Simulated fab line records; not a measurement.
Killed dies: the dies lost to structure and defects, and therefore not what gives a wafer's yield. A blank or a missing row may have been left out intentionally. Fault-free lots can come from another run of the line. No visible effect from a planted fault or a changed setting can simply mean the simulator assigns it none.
fab line records :: flow sky130
[record]
  lots = 6
  wafers = 18
  lastDay = 51
route steps=708 shown RES_PROTECT@211 POLY_GATE@213 PAD_OPEN@708
lots with no fault: from the same line, run without faults
startH: hours from the record's opening day to when the first of the lot's shown wafers began :: waitH: hours from the lot's prior step to this one :: " repeats the value in the row above :: L1.1+2: several wafers, shown together as one row :: - no value, or no start was given :: * or withheld: withheld :: < > ~ a bound
route shown NAME@n: NAME is a module with steps in the file, n the number in the route of the first one :: usual: mean and standard deviation over wafers with no fault :: same: alike in all rows :: chamber/n: place in a boat :: sites: readings site by site :: _std_site: standard deviation of those values :: _edge_site: the outer-site mean with the inner-site mean subtracted :: radiusMm: for every site, how far away it sits from the centre of the wafer :: mask NAME#n: copy n :: behind: tool/chamber where the wafer was last shaped :: hold: reason for holding the lot/hours on hold/outcome of the hold :: device: whichever transistor did not switch (one of n, p or np) :: end of line: at the end of the route, the tests of the same wafers :: where a step has no rows: the recipe by itself :: killed: at the first sort, the dies lost to defects and structure; wafer yield is something else :: map: a wafer's dies, x killed, . not, _ none there
set.NAME: the setting that was run; set.NAME@STEP: the one run at that earlier step :: model.NAME: the simulator's own value behind a step, which no gauge read
lots at some steps of the route; a table a step, a row a wafer
services: the hour from which a tool's chamber was out of use, counted from the record's first day as startH (under 0 if before that day), plus the number of hours and why
[[steps]]
[step SKY_RES_PROTECT_PEB_05]
[recipe]
  tempC = withheld
  timeS = *
  resist = NOVOLAK
[step SKY_RES_PROTECT_DEVELOP_06]
[recipe]
  resist = NOVOLAK
  developer = TMAH
  developTimeS = 60
  devTempC = 23
[step SKY_POLY_GATE_IMPLANT_02]
[recipe]
  species = P
  energyKev = 30
  doseCm2 = 7.7e+15
  tiltDeg = 0
[step SKY_RES_PROTECT_STRIP_07]
[recipe]
  chemistry = O2/N2
  powerW = 1400
  pressureMtorr = 1500
  platenTempC = withheld
  o2FlowSccm = 3000
  n2FlowSccm = 300
  overashFraction = 0.5
[usual]
  drypumpMotorCurrentA = 5.6/0.55
  oesProductAu = 0.518/0.0047
  stripTimeToEndpointS = 23.29/0.039
[same]
  overashFraction = 0.5
lot.wafer: L263.2
tool: plasmaAsher-03
chamber: 0
startH: 356.43
waitH: 0.1
drypumpMotorCurrentA: 6.3
oesProductAu: 0.530
rfHoursCounterH: 64
stripTimeToEndpointS: 23.31

lot.wafer: L263.3
tool: plasmaAsher-03
chamber: 1
startH: 356.43
waitH: 0.1
drypumpMotorCurrentA: 5.8
oesProductAu: 0.523
rfHoursCounterH: -
stripTimeToEndpointS: 23.26

lot.wafer: L263.6
tool: plasmaAsher-03
chamber: 1
startH: 356.43
waitH: 0.1
drypumpMotorCurrentA: 5.8
oesProductAu: 0.519
rfHoursCounterH: -
stripTimeToEndpointS: 23.24

lot.wafer: L266.1
tool: plasmaAsher-04
chamber: 1
startH: 388.93
waitH: 0.1
drypumpMotorCurrentA: 4.9
oesProductAu: 0.515
rfHoursCounterH: 70
stripTimeToEndpointS: 23.27

lot.wafer: L266.2
tool: plasmaAsher-04
chamber: 0
startH: 388.93
waitH: 0.1
drypumpMotorCurrentA: 5.2
oesProductAu: 0.516
rfHoursCounterH: 70
stripTimeToEndpointS: 23.30

lot.wafer: L266.6
tool: plasmaAsher-04
chamber: 1
startH: 388.93
waitH: 0.1
drypumpMotorCurrentA: 4.9
oesProductAu: 0.519
rfHoursCounterH: -
stripTimeToEndpointS: 23.23

lot.wafer: L268.1
tool: plasmaAsher-03
chamber: 1
startH: 398.52
waitH: 0.1
drypumpMotorCurrentA: 5.8
oesProductAu: 0.513
rfHoursCounterH: 69
stripTimeToEndpointS: 23.36

lot.wafer: L268.4
tool: plasmaAsher-03
chamber: 1
startH: 398.52
waitH: 0.1
drypumpMotorCurrentA: 5.8
oesProductAu: 0.510
rfHoursCounterH: -
stripTimeToEndpointS: 23.26

lot.wafer: L268.5
tool: plasmaAsher-03
chamber: 0
startH: 398.52
waitH: 0.1
drypumpMotorCurrentA: 6.3
oesProductAu: 0.516
rfHoursCounterH: -
stripTimeToEndpointS: 23.29

lot.wafer: L280.3
tool: plasmaAsher-03
chamber: 0
startH: 526.12
waitH: 0.1
drypumpMotorCurrentA: 6.3
oesProductAu: 0.521
rfHoursCounterH: -
stripTimeToEndpointS: 23.35

lot.wafer: L280.4
tool: plasmaAsher-03
chamber: 1
startH: 526.12
waitH: 0.1
drypumpMotorCurrentA: 5.8
oesProductAu: 0.520
rfHoursCounterH: -
stripTimeToEndpointS: 23.33

lot.wafer: L280.5
tool: plasmaAsher-03
chamber: 1
startH: 526.12
waitH: 0.1
drypumpMotorCurrentA: 5.8
oesProductAu: 0.521
rfHoursCounterH: -
stripTimeToEndpointS: 23.35

lot.wafer: L284.3
tool: plasmaAsher-03
chamber: 1
startH: 542.30
waitH: 0.1
drypumpMotorCurrentA: 5.8
oesProductAu: 0.523
rfHoursCounterH: -
stripTimeToEndpointS: 23.29

lot.wafer: L284.4
tool: plasmaAsher-03
chamber: 0
startH: 542.30
waitH: 0.1
drypumpMotorCurrentA: 6.4
oesProductAu: 0.518
rfHoursCounterH: -
stripTimeToEndpointS: 23.26

lot.wafer: L284.6
tool: plasmaAsher-03
chamber: 1
startH: 542.30
waitH: 0.1
drypumpMotorCurrentA: 5.8
oesProductAu: 0.523
rfHoursCounterH: -
stripTimeToEndpointS: 23.30

lot.wafer: L285.1
tool: plasmaAsher-01
chamber: 0
startH: 550.58
waitH: 0.1
drypumpMotorCurrentA: 5.7
oesProductAu: 0.510
rfHoursCounterH: 74
stripTimeToEndpointS: 23.33

lot.wafer: L285.3
tool: plasmaAsher-01
chamber: 0
startH: 550.58
waitH: 0.1
drypumpMotorCurrentA: 5.7
oesProductAu: 0.520
rfHoursCounterH: -
stripTimeToEndpointS: 23.24

lot.wafer: L285.6
tool: plasmaAsher-01
chamber: 1
startH: 550.58
waitH: 0.1
drypumpMotorCurrentA: 4.8
oesProductAu: 0.522
rfHoursCounterH: -
stripTimeToEndpointS: 23.26
[step SKY_RES_PROTECT_TW_MEAS_08]
[usual]
  POLY_GATE_TW = 4042/23
lot.wafer: L263.2
tool: filmMetro-03
chamber: -
startH: 356.54
waitH: 0.1
POLY_GATE_TW: 4043

lot.wafer: L263.3
tool: filmMetro-03
chamber: -
startH: 356.54
waitH: 0.1
POLY_GATE_TW: 4061

lot.wafer: L263.6
tool: filmMetro-03
chamber: -
startH: 356.54
waitH: 0.1
POLY_GATE_TW: 4049

lot.wafer: L266.1
tool: filmMetro-01
chamber: -
startH: 389.03
waitH: 0.1
POLY_GATE_TW: 4026

lot.wafer: L266.2
tool: filmMetro-01
chamber: -
startH: 389.03
waitH: 0.1
POLY_GATE_TW: 4018

lot.wafer: L266.6
tool: filmMetro-01
chamber: -
startH: 389.03
waitH: 0.1
POLY_GATE_TW: 4025

lot.wafer: L268.1
tool: filmMetro-04
chamber: -
startH: 398.62
waitH: 0.1
POLY_GATE_TW: 4028

lot.wafer: L268.4
tool: filmMetro-04
chamber: -
startH: 398.62
waitH: 0.1
POLY_GATE_TW: 4040

lot.wafer: L268.5
tool: filmMetro-04
chamber: -
startH: 398.62
waitH: 0.1
POLY_GATE_TW: 4035

lot.wafer: L280.3
tool: filmMetro-01
chamber: -
startH: 526.20
waitH: 0.1
POLY_GATE_TW: 4050

lot.wafer: L280.4
tool: filmMetro-01
chamber: -
startH: 526.20
waitH: 0.1
POLY_GATE_TW: 4020

lot.wafer: L280.5
tool: filmMetro-01
chamber: -
startH: 526.20
waitH: 0.1
POLY_GATE_TW: 4038

lot.wafer: L284.3
tool: filmMetro-04
chamber: -
startH: 542.39
waitH: 0.1
POLY_GATE_TW: 4090

lot.wafer: L284.4
tool: filmMetro-04
chamber: -
startH: 542.39
waitH: 0.1
POLY_GATE_TW: 4058

lot.wafer: L284.6
tool: filmMetro-04
chamber: -
startH: 542.39
waitH: 0.1
POLY_GATE_TW: 4080

lot.wafer: L285.1
tool: filmMetro-03
chamber: -
startH: 550.73
waitH: 0.1
POLY_GATE_TW: 4050

lot.wafer: L285.3
tool: filmMetro-03
chamber: -
startH: 550.73
waitH: 0.1
POLY_GATE_TW: 4030

lot.wafer: L285.6
tool: filmMetro-03
chamber: -
startH: 550.73
waitH: 0.1
POLY_GATE_TW: 4054
[step SKY_RES_PROTECT_CLEAN_09]
[recipe]
  chemistry = SC1/SC2
  mix = 1:4:20
  tempC = 70
  timeS = 150
  dry = n2Spin
[step SKY_POLY_GATE_CVD_03]
[recipe]
  material = Si3N4
  precursor = DCS/NH3
  targetThkNm = 75
  tempC = 770
  timeS = 1290
  pressureMtorr = 250
[step SKY_POLY_GATE_THK_MEAS_04]
[recipe]
  reads = Si3N4_of_POLY_GATE_CVD_03
[usual]
  POLY_GATE_CVD_03_THK = 74.9/0.88
lot.wafer: L263.2
tool: filmMetro-01
chamber: -
startH: 358.02
waitH: 0.0
POLY_GATE_CVD_03_THK[nm]: 74.3

lot.wafer: L263.3
tool: filmMetro-01
chamber: -
startH: 358.02
waitH: 0.0
POLY_GATE_CVD_03_THK[nm]: 73.8

lot.wafer: L263.6
tool: filmMetro-01
chamber: -
startH: 358.02
waitH: 0.0
POLY_GATE_CVD_03_THK[nm]: 74.1

lot.wafer: L266.1
tool: filmMetro-04
chamber: -
startH: 391.18
waitH: 0.0
POLY_GATE_CVD_03_THK[nm]: 74.6

lot.wafer: L266.2
tool: filmMetro-04
chamber: -
startH: 391.18
waitH: 0.0
POLY_GATE_CVD_03_THK[nm]: 74.1

lot.wafer: L266.6
tool: filmMetro-04
chamber: -
startH: 391.18
waitH: 0.0
POLY_GATE_CVD_03_THK[nm]: 74.6

lot.wafer: L268.1
tool: filmMetro-04
chamber: -
startH: 401.08
waitH: 0.0
POLY_GATE_CVD_03_THK[nm]: 73.5

lot.wafer: L268.4
tool: filmMetro-04
chamber: -
startH: 401.08
waitH: 0.0
POLY_GATE_CVD_03_THK[nm]: 73.8

lot.wafer: L268.5
tool: filmMetro-04
chamber: -
startH: 401.08
waitH: 0.0
POLY_GATE_CVD_03_THK[nm]: 74.1

lot.wafer: L280.3
tool: filmMetro-04
chamber: -
startH: 527.98
waitH: 0.0
POLY_GATE_CVD_03_THK[nm]: 75.5

lot.wafer: L280.4
tool: filmMetro-04
chamber: -
startH: 527.98
waitH: 0.0
POLY_GATE_CVD_03_THK[nm]: 75.5

lot.wafer: L280.5
tool: filmMetro-04
chamber: -
startH: 527.98
waitH: 0.0
POLY_GATE_CVD_03_THK[nm]: 75.6

lot.wafer: L284.3
tool: filmMetro-02
chamber: -
startH: 543.92
waitH: 0.0
POLY_GATE_CVD_03_THK[nm]: 74.8

lot.wafer: L284.4
tool: filmMetro-02
chamber: -
startH: 543.92
waitH: 0.0
POLY_GATE_CVD_03_THK[nm]: 75.4

lot.wafer: L284.6
tool: filmMetro-02
chamber: -
startH: 543.92
waitH: 0.0
POLY_GATE_CVD_03_THK[nm]: 75.1

lot.wafer: L285.1
tool: filmMetro-04
chamber: -
startH: 552.20
waitH: 0.0
POLY_GATE_CVD_03_THK[nm]: 75.5

lot.wafer: L285.3
tool: filmMetro-04
chamber: -
startH: 552.20
waitH: 0.0
POLY_GATE_CVD_03_THK[nm]: 76.5

lot.wafer: L285.6
tool: filmMetro-04
chamber: -
startH: 552.20
waitH: 0.0
POLY_GATE_CVD_03_THK[nm]: 76.0
[step SKY_POLY_GATE_DEHYDRATE_05]
[recipe]
  tempC = 200
  timeS = 60
[step SKY_POLY_GATE_HMDS_06]
[recipe]
  primeTimeS = 60
  primeTempC = 120
[step SKY_POLY_GATE_COAT_07]
[recipe]
  resist = BARC
  tempC = withheld
  timeS = withheld
  spinRpm = 3000
  resistThkNm = 110
[step SKY_POLY_GATE_COAT_08]
[recipe]
  resist = KrF-thick
  spinRpm = 3000
  resistThkNm = 450
[step SKY_POLY_GATE_SOFTBAKE_09]
[recipe]
  tempC = 100
  timeS = 90
  resist = KrF-thick
[usual]
  heaterPowerTotalW = 57.36/0.12
  plateTempC = 100.00/0.14
lot.wafer: L263.2
tool: lithoTrack-04
chamber: 0
startH: 371
waitH: -
heaterPowerTotalW: 57.45
plateTempC: 100.24

lot.wafer: L263.3
tool: lithoTrack-04
chamber: 0
startH: 371
waitH: -
heaterPowerTotalW: 57.32
plateTempC: 100.11

lot.wafer: L263.6
tool: lithoTrack-04
chamber: 0
startH: 371
waitH: -
heaterPowerTotalW: 57.17
plateTempC: 100.18

lot.wafer: L266.1
tool: lithoTrack-02
chamber: 0
startH: 405
waitH: -
heaterPowerTotalW: 55.76
plateTempC: 98.18

lot.wafer: L266.2
tool: lithoTrack-02
chamber: 0
startH: 405
waitH: -
heaterPowerTotalW: 55.85
plateTempC: 98.08

lot.wafer: L266.6
tool: lithoTrack-02
chamber: 0
startH: 405
waitH: -
heaterPowerTotalW: 55.92
plateTempC: 97.83

lot.wafer: L268.1
tool: lithoTrack-02
chamber: 0
startH: 415
waitH: -
heaterPowerTotalW: 55.95
plateTempC: 98.06

lot.wafer: L268.4
tool: lithoTrack-02
chamber: 0
startH: 415
waitH: -
heaterPowerTotalW: 56.02
plateTempC: 97.91

lot.wafer: L268.5
tool: lithoTrack-02
chamber: 0
startH: 415
waitH: -
heaterPowerTotalW: 55.83
plateTempC: 98.09

lot.wafer: L280.3
tool: lithoTrack-02
chamber: 0
startH: 543
waitH: -
heaterPowerTotalW: 57.33
plateTempC: 100.12

lot.wafer: L280.4
tool: lithoTrack-02
chamber: 0
startH: 543
waitH: -
heaterPowerTotalW: 57.41
plateTempC: 99.80

lot.wafer: L280.5
tool: lithoTrack-02
chamber: 0
startH: 543
waitH: -
heaterPowerTotalW: 57.31
plateTempC: 99.96

lot.wafer: L284.3
tool: lithoTrack-02
chamber: 0
startH: 558
waitH: -
heaterPowerTotalW: 57.42
plateTempC: 100.12

lot.wafer: L284.4
tool: lithoTrack-02
chamber: 0
startH: 559
waitH: -
heaterPowerTotalW: 57.36
plateTempC: 100.01

lot.wafer: L284.6
tool: lithoTrack-02
chamber: 0
startH: 559
waitH: -
heaterPowerTotalW: 57.56
plateTempC: 100.38

lot.wafer: L285.1
tool: lithoTrack-04
chamber: 0
startH: 567
waitH: -
heaterPowerTotalW: 57.35
plateTempC: 99.95

lot.wafer: L285.3
tool: lithoTrack-04
chamber: 0
startH: 567
waitH: -
heaterPowerTotalW: 57.53
plateTempC: 100.07

lot.wafer: L285.6
tool: lithoTrack-04
chamber: 0
startH: 567
waitH: -
heaterPowerTotalW: 57.30
plateTempC: 99.97
[step SKY_POLY_GATE_EXPOSE_10]
[recipe]
  maskId = P1M
  na = 0.68
  sourceShape = conventional
  sigmaOuter = 0.6
  targetCdNm = 150
  doseMj = 28
[step SKY_PAD_OPEN_PROBE_99]
[usual]
  killed_at_M0_to_M3 = 44/7.4
  killed_at_M4_up = 3.1/1.8
  killedAtContacts = 25/6
  killedAtFrontEnd = 15/4.4
  killedAtOther = 0.3/0.49
  killedDies = 88/10
  killedOpen = 48/7.4
  killedShort = 39/6.3
[same]
  grossDies = 492
  killedAtBackSide = 0
lot.wafer: L263.2
tool: prober-01
chamber: -
startH: 1097.95
waitH: 0.1
killed_at_M0_to_M3: 47
killed_at_M4_up: 2
killedAtContacts: 24
killedAtFrontEnd: 26
killedAtOther: 0
killedDies: 99
killedOpen: 58
killedShort: 41

lot.wafer: L263.3
tool: prober-01
chamber: -
startH: 1098.00
waitH: 0.2
killed_at_M0_to_M3: 50
killed_at_M4_up: 4
killedAtContacts: 15
killedAtFrontEnd: 13
killedAtOther: 0
killedDies: 82
killedOpen: 42
killedShort: 40

lot.wafer: L263.6
tool: prober-01
chamber: -
startH: 1098.15
waitH: 0.2
killed_at_M0_to_M3: 56
killed_at_M4_up: 1
killedAtContacts: 34
killedAtFrontEnd: 18
killedAtOther: 0
killedDies: 109
killedOpen: 57
killedShort: 52

lot.wafer: L266.1
tool: prober-01
chamber: -
startH: 1118.00
waitH: 0.1
killed_at_M0_to_M3: 42
killed_at_M4_up: 2
killedAtContacts: 19
killedAtFrontEnd: 19
killedAtOther: 0
killedDies: 82
killedOpen: 39
killedShort: 43

lot.wafer: L266.2
tool: prober-01
chamber: -
startH: 1118.05
waitH: 0.1
killed_at_M0_to_M3: 48
killed_at_M4_up: 4
killedAtContacts: 24
killedAtFrontEnd: 9
killedAtOther: 1
killedDies: 86
killedOpen: 42
killedShort: 44

lot.wafer: L266.6
tool: prober-01
chamber: -
startH: 1118.25
waitH: 0.2
killed_at_M0_to_M3: 37
killed_at_M4_up: 2
killedAtContacts: 30
killedAtFrontEnd: 17
killedAtOther: 0
killedDies: 86
killedOpen: 51
killedShort: 35

lot.wafer: L268.1
tool: prober-02
chamber: -
startH: 1124.55
waitH: 0.1
killed_at_M0_to_M3: 48
killed_at_M4_up: 5
killedAtContacts: 31
killedAtFrontEnd: 11
killedAtOther: 0
killedDies: 95
killedOpen: 46
killedShort: 49

lot.wafer: L268.4
tool: prober-02
chamber: -
startH: 1124.70
waitH: 0.2
killed_at_M0_to_M3: 45
killed_at_M4_up: 2
killedAtContacts: 18
killedAtFrontEnd: 16
killedAtOther: 0
killedDies: 81
killedOpen: 40
killedShort: 41

lot.wafer: L268.5
tool: prober-02
chamber: -
startH: 1124.75
waitH: 0.2
killed_at_M0_to_M3: 48
killed_at_M4_up: 6
killedAtContacts: 30
killedAtFrontEnd: 16
killedAtOther: 0
killedDies: 100
killedOpen: 54
killedShort: 46

lot.wafer: L280.3
tool: prober-02
chamber: -
startH: 1202.23
waitH: 0.2
killed_at_M0_to_M3: 50
killed_at_M4_up: 1
killedAtContacts: 35
killedAtFrontEnd: 14
killedAtOther: 0
killedDies: 100
killedOpen: 48
killedShort: 49

lot.wafer: L280.4
tool: prober-02
chamber: -
startH: 1202.28
waitH: 0.2
killed_at_M0_to_M3: 34
killed_at_M4_up: 2
killedAtContacts: 22
killedAtFrontEnd: 11
killedAtOther: 1
killedDies: 70
killedOpen: 40
killedShort: 30

lot.wafer: L280.5
tool: prober-02
chamber: -
startH: 1202.33
waitH: 0.2
killed_at_M0_to_M3: 50
killed_at_M4_up: 4
killedAtContacts: 34
killedAtFrontEnd: 16
killedAtOther: 1
killedDies: 105
killedOpen: 55
killedShort: 47

lot.wafer: L284.3
tool: prober-01
chamber: -
startH: 1209.30
waitH: 0.2
killed_at_M0_to_M3: 46
killed_at_M4_up: 4
killedAtContacts: 20
killedAtFrontEnd: 14
killedAtOther: 1
killedDies: 85
killedOpen: 47
killedShort: 36

lot.wafer: L284.4
tool: prober-01
chamber: -
startH: 1209.35
waitH: 0.2
killed_at_M0_to_M3: 55
killed_at_M4_up: 5
killedAtContacts: 21
killedAtFrontEnd: 26
killedAtOther: 0
killedDies: 107
killedOpen: 51
killedShort: 55

lot.wafer: L284.6
tool: prober-01
chamber: -
startH: 1209.45
waitH: 0.2
killed_at_M0_to_M3: 35
killed_at_M4_up: 1
killedAtContacts: 25
killedAtFrontEnd: 16
killedAtOther: 1
killedDies: 78
killedOpen: 44
killedShort: 33

lot.wafer: L285.1
tool: prober-01
chamber: -
startH: 1214.05
waitH: 0.1
killed_at_M0_to_M3: 52
killed_at_M4_up: 1
killedAtContacts: 26
killedAtFrontEnd: 16
killedAtOther: 0
killedDies: 95
killedOpen: 50
killedShort: 45

lot.wafer: L285.3
tool: prober-01
chamber: -
startH: 1214.15
waitH: 0.2
killed_at_M0_to_M3: 30
killed_at_M4_up: 6
killedAtContacts: 29
killedAtFrontEnd: 17
killedAtOther: 0
killedDies: 82
killedOpen: 48
killedShort: 34

lot.wafer: L285.6
tool: prober-01
chamber: -
startH: 1214.30
waitH: 0.2
killed_at_M0_to_M3: 38
killed_at_M4_up: 5
killedAtContacts: 34
killedAtFrontEnd: 20
killedAtOther: 1
killedDies: 98
killedOpen: 59
killedShort: 39
// killed by level:class
L263.2 CONTACT:geometricParticle:open=11 VIA3:geometricParticle:open=10 LI_CONTACT:geometricParticle:open=9 FIELD_ISO:geometricParticle:short=8 VIA1:geometricParticle:open=8 POLY_GATE:geometricParticle:open=7 VIA1:geometricParticle:short=7 POLY_GATE:geometricParticle:short=5
L263.3 VIA1:geometricParticle:open=10 METAL1:geometricParticle:short=9 VIA3:geometricParticle:open=7 VIA2:geometricParticle:open=5 FIELD_ISO:geometricParticle:open=4 VIA1:geometricParticle:short=4 CONTACT:geometricParticle:short=4 POLY_GATE:geometricParticle:open=3
L263.6 VIA1:geometricParticle:open=16 CONTACT:geometricParticle:open=11 LOCAL_INTERCONNECT:geometricParticle:short=10 VIA3:geometricParticle:open=9 METAL2:geometricParticle:short=8 LI_CONTACT:geometricParticle:open=7 METAL1:geometricParticle:short=7 POLY_GATE:geometricParticle:short=6
L266.1 CONTACT:geometricParticle:open=8 FIELD_ISO:geometricParticle:short=6 VIA1:geometricParticle:short=6 VIA1:geometricParticle:open=6 VIA3:geometricParticle:open=6 VIA2:geometricParticle:open=5 SPACER:geometricParticle:short=4 CONTACT:geometricParticle:short=4
L266.2 METAL1:geometricParticle:short=11 LI_CONTACT:geometricParticle:open=9 VIA2:geometricParticle:open=7 CONTACT:geometricParticle:short=6 VIA1:geometricParticle:open=6 VIA3:geometricParticle:open=6 CONTACT:geometricParticle:open=5 FIELD_ISO:geometricParticle:short=4
L266.6 LI_CONTACT:geometricParticle:open=13 VIA1:geometricParticle:open=10 CONTACT:geometricParticle:open=7 VIA3:geometricParticle:open=7 CONTACT:geometricParticle:short=6 METAL3:geometricParticle:short=5 FIELD_ISO:geometricParticle:short=4 METAL1:geometricParticle:short=4
L268.1 CONTACT:geometricParticle:open=10 METAL2:geometricParticle:short=10 CONTACT:geometricParticle:short=9 METAL1:geometricParticle:short=8 VIA1:geometricParticle:open=7 VIA3:geometricParticle:open=7 VIA2:geometricParticle:open=6 LI_CONTACT:geometricParticle:short=4
L268.4 VIA3:geometricParticle:open=10 VIA1:geometricParticle:short=6 VIA1:geometricParticle:open=6 LI_CONTACT:geometricParticle:short=5 VIA2:geometricParticle:open=5 FIELD_ISO:geometricParticle:short=4 CONTACT:geometricParticle:open=4 METAL2:geometricParticle:short=4
L268.5 VIA1:geometricParticle:open=16 CONTACT:geometricParticle:open=12 POLY_GATE:geometricParticle:short=8 LI_CONTACT:geometricParticle:open=8 VIA2:geometricParticle:open=7 METAL1:geometricParticle:short=6 VIA1:geometricParticle:short=5 LOCAL_INTERCONNECT:geometricParticle:short=4
L280.3 LI_CONTACT:geometricParticle:open=12 CONTACT:geometricParticle:open=11 CONTACT:geometricParticle:short=9 VIA1:geometricParticle:open=8 METAL1:geometricParticle:short=8 POLY_GATE:geometricParticle:short=7 METAL2:geometricParticle:short=7 VIA3:geometricParticle:open=6
L280.4 CONTACT:geometricParticle:short=6 VIA1:geometricParticle:open=6 VIA3:geometricParticle:open=6 CONTACT:geometricParticle:open=5 LOCAL_INTERCONNECT:geometricParticle:short=4 VIA2:geometricParticle:short=4 VIA2:geometricParticle:open=4 FIELD_ISO:geometricParticle:open=3
L280.5 CONTACT:geometricParticle:open=11 VIA1:geometricParticle:open=11 LI_CONTACT:geometricParticle:open=9 VIA3:geometricParticle:short=7 VIA2:geometricParticle:open=6 VIA2:geometricParticle:short=6 LOCAL_INTERCONNECT:geometricParticle:short=5 CONTACT:geometricParticle:short=5
L284.3 VIA1:geometricParticle:open=10 VIA2:geometricParticle:open=9 LI_CONTACT:geometricParticle:open=8 CONTACT:geometricParticle:open=7 METAL1:geometricParticle:short=6 VIA1:geometricParticle:short=5 METAL2:geometricParticle:short=5 FIELD_ISO:geometricParticle:short=4
L284.4 METAL1:geometricParticle:short=11 VIA1:geometricParticle:open=11 POLY_GATE:geometricParticle:short=9 VIA2:geometricParticle:open=8 VIA3:geometricParticle:open=7 FIELD_ISO:geometricParticle:open=6 METAL2:geometricParticle:short=6 LI_CONTACT:geometricParticle:open=5
L284.6 CONTACT:geometricParticle:open=8 VIA2:geometricParticle:open=8 LI_CONTACT:geometricParticle:open=6 CONTACT:geometricParticle:short=6 VIA1:geometricParticle:open=6 VIA3:geometricParticle:open=5 FIELD_ISO:geometricParticle:short=4 POLY_GATE:geometricParticle:open=4
L285.1 VIA2:geometricParticle:open=9 LI_CONTACT:geometricParticle:open=8 CONTACT:geometricParticle:open=8 VIA3:geometricParticle:open=8 VIA1:geometricParticle:open=7 VIA3:geometricParticle:short=7 POLY_GATE:geometricParticle:open=5 POLY_GATE:geometricParticle:short=4
L285.3 CONTACT:geometricParticle:open=10 VIA2:geometricParticle:open=9 LI_CONTACT:geometricParticle:open=7 CONTACT:geometricParticle:short=7 FIELD_ISO:geometricParticle:open=4 VIA1:geometricParticle:open=4 POLY_GATE:geometricParticle:open=4 METAL4:geometricParticle:short=4
L285.6 CONTACT:geometricParticle:open=14 VIA1:geometricParticle:open=9 CONTACT:geometricParticle:short=8 VIA3:geometricParticle:open=8 FIELD_ISO:geometricParticle:open=7 VIA2:geometricParticle:open=7 LI_CONTACT:geometricParticle:open=6 METAL4:geometricParticle:short=5
[[services]]
tool: plasmaAsher-01
chamber: -
startH: 340.67
hours: 2.8
kind: pm

tool: plasmaAsher-01
chamber: -
startH: 370.09
hours: 15.9
kind: pm

tool: plasmaAsher-01
chamber: -
startH: 397.68
hours: 13.3
kind: repair

tool: plasmaAsher-01
chamber: -
startH: 415.23
hours: 0.5
kind: repair

tool: plasmaAsher-04
chamber: -
startH: 421.25
hours: 9.0
kind: pm

tool: plasmaAsher-04
chamber: 0
startH: 421.25
hours: 9.0
kind: ventCycle

tool: plasmaAsher-04
chamber: 1
startH: 421.25
hours: 9.0
kind: ventCycle

tool: plasmaAsher-04
chamber: 0
startH: 430.25
hours: -
kind: clean

tool: plasmaAsher-04
chamber: 1
startH: 430.25
hours: -
kind: clean

tool: plasmaAsher-03
chamber: -
startH: 456.20
hours: 14.6
kind: pm

tool: plasmaAsher-04
chamber: -
startH: 476.36
hours: 1.3
kind: repair

tool: plasmaAsher-03
chamber: -
startH: 536.17
hours: 4.3
kind: pm

tool: plasmaAsher-01
chamber: -
startH: 539.71
hours: 0.5
kind: repair

tool: plasmaAsher-04
chamber: -
startH: 555.30
hours: 6.8
kind: repair
[[key]]
[firstSign]
  step = SKY_POLY_GATE_SOFTBAKE_09
  reading = plateTempC
  direction = down
  sigmas = 14
  usual = *
  struck = *
[effect]
  step = SKY_POLY_GATE_SOFTBAKE_09
  reading = heaterPowerTotalW
  direction = down
  sigmas = 12
  usual = *
  struck = *
metAt SKY_POLY_GATE_SOFTBAKE_09
struckWafers L266.1,L266.2,L266.6,L268.1,L268.4,L268.5
testerLeftOut L266,L268
[fault]
  kind = processParameterDrift
  tool = lithoTrack-02
  chamber = -
  onsetH = 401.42
  steps = SKY_POLY_GATE_SOFTBAKE_09
  channel = tempC
  offset = *
  shape = step
  endH = 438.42
  actsIn = *
  stated = *
// testerLeftOut: of these lots the tester's yield and bins aren't shown, on N5 and GAA mostly nor the transistor test; their killed dies are dies lost to structure and defects alone, not to doping, threshold or leakage, so they don't give the yield
